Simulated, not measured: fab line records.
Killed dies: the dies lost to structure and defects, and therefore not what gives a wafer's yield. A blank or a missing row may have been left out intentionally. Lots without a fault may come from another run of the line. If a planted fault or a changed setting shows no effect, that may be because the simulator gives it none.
Chamber matching / flow sky130 / 4 sister chambers for SKY_POLY_GATE_ETCH_16 on rie diel-01
The step etches Si3N4 in CH3F/O2, stops on poly-Si, time 147.5 s, target depth 75 nm. 16 wafers are shown with their chamber, then 8 later ones without.

## WAFERS, EACH WITH ITS CHAMBER
wafer=L077.1; chamber=1; drypump motor current A (A)=6.0; ch3f flow sccm (sccm)=40.03; throttle valve pct (%)=10.537
wafer=L077.3; chamber=2; drypump motor current A (A)=6.3; ch3f flow sccm (sccm)=40.06; throttle valve pct (%)=10.531
wafer=L077.5; chamber=2; drypump motor current A (A)=6.3; ch3f flow sccm (sccm)=40.15; throttle valve pct (%)=10.539
wafer=L081.3; chamber=0; drypump motor current A (A)=5.6; ch3f flow sccm (sccm)=40.00; throttle valve pct (%)=10.543
wafer=L081.5; chamber=1; drypump motor current A (A)=6.0; ch3f flow sccm (sccm)=39.88; throttle valve pct (%)=10.528
wafer=L081.6; chamber=0; drypump motor current A (A)=5.5; ch3f flow sccm (sccm)=39.90; throttle valve pct (%)=10.540
wafer=L082.1; chamber=1; drypump motor current A (A)=6.0; ch3f flow sccm (sccm)=39.92; throttle valve pct (%)=10.523
wafer=L082.2; chamber=3; drypump motor current A (A)=5.5; ch3f flow sccm (sccm)=40.22; throttle valve pct (%)=10.538
wafer=L082.4; chamber=2; drypump motor current A (A)=6.3; ch3f flow sccm (sccm)=40.08; throttle valve pct (%)=10.533
wafer=L086.1; chamber=0; drypump motor current A (A)=5.6; ch3f flow sccm (sccm)=39.88; throttle valve pct (%)=10.528
wafer=L086.2; chamber=2; drypump motor current A (A)=6.3; ch3f flow sccm (sccm)=40.29; throttle valve pct (%)=10.539
wafer=L086.3; chamber=1; drypump motor current A (A)=6.0; ch3f flow sccm (sccm)=40.07; throttle valve pct (%)=10.540
wafer=L087.2; chamber=3; drypump motor current A (A)=5.4; ch3f flow sccm (sccm)=39.83; throttle valve pct (%)=10.541
wafer=L087.4; chamber=2; drypump motor current A (A)=6.3; ch3f flow sccm (sccm)=40.04; throttle valve pct (%)=10.538
wafer=L087.6; chamber=3; drypump motor current A (A)=5.5; ch3f flow sccm (sccm)=39.89; throttle valve pct (%)=10.530
wafer=L088.3; chamber=3; drypump motor current A (A)=5.5; ch3f flow sccm (sccm)=39.80; throttle valve pct (%)=10.521

SIGNATURES (averages over the wafers above)
reading=drypump motor current A; chamber 0=5.567; chamber 1=6.000; chamber 2=6.300; chamber 3=5.475; scatter within a chamber=0.0344
reading=ch3f flow sccm; chamber 0=39.9267; chamber 1=39.9750; chamber 2=40.1240; chamber 3=39.9350; scatter within a chamber=0.125
reading=throttle valve pct; chamber 0=10.53700; chamber 1=10.53200; chamber 2=10.53600; chamber 3=10.53250; scatter within a chamber=0.00712
Rule: distance of a wafer from a chamber = root of the sum over the readings of ((wafer's reading minus chamber's mean) / reading's scatter) squared. The wafer belongs to the nearest chamber; if the next one is less than 2 further off, it can't be placed. The scatter is the square root of a quotient: the sum, over the shown wafers, of each reading's squared deviation from its chamber's mean, divided by wafers minus chambers.

## WAFERS MISSING THEIR CHAMBER
wafer=L088.4; drypump motor current A (A)=5.6; ch3f flow sccm (sccm)=39.95; throttle valve pct (%)=10.540
wafer=L088.6; drypump motor current A (A)=6.0; ch3f flow sccm (sccm)=39.98; throttle valve pct (%)=10.525
wafer=L095.3; drypump motor current A (A)=5.4; ch3f flow sccm (sccm)=39.92; throttle valve pct (%)=10.546
wafer=L095.4; drypump motor current A (A)=6.3; ch3f flow sccm (sccm)=39.93; throttle valve pct (%)=10.532
wafer=L095.5; drypump motor current A (A)=5.6; ch3f flow sccm (sccm)=39.95; throttle valve pct (%)=10.528
wafer=L096.1; drypump motor current A (A)=5.5; ch3f flow sccm (sccm)=40.08; throttle valve pct (%)=10.545
wafer=L096.4; drypump motor current A (A)=5.5; ch3f flow sccm (sccm)=40.01; throttle valve pct (%)=10.542
wafer=L096.6; drypump motor current A (A)=6.3; ch3f flow sccm (sccm)=40.05; throttle valve pct (%)=10.537

## WHICH CHAMBER EACH WENT THROUGH
wafer=L088.4; from the rows above=0; in truth=0
wafer=L088.6; from the rows above=1; in truth=1
wafer=L095.3; from the rows above=3; in truth=3
wafer=L095.4; from the rows above=2; in truth=2
wafer=L095.5; from the rows above=0; in truth=0
wafer=L096.1; from the rows above=can't be placed: 3 or 0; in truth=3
wafer=L096.4; from the rows above=can't be placed: 3 or 0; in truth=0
wafer=L096.6; from the rows above=2; in truth=2
6 of 8 placed correctly. Not placeable from these rows: 2 (in 2, the candidates include the true chamber). 0 placed wrongly.
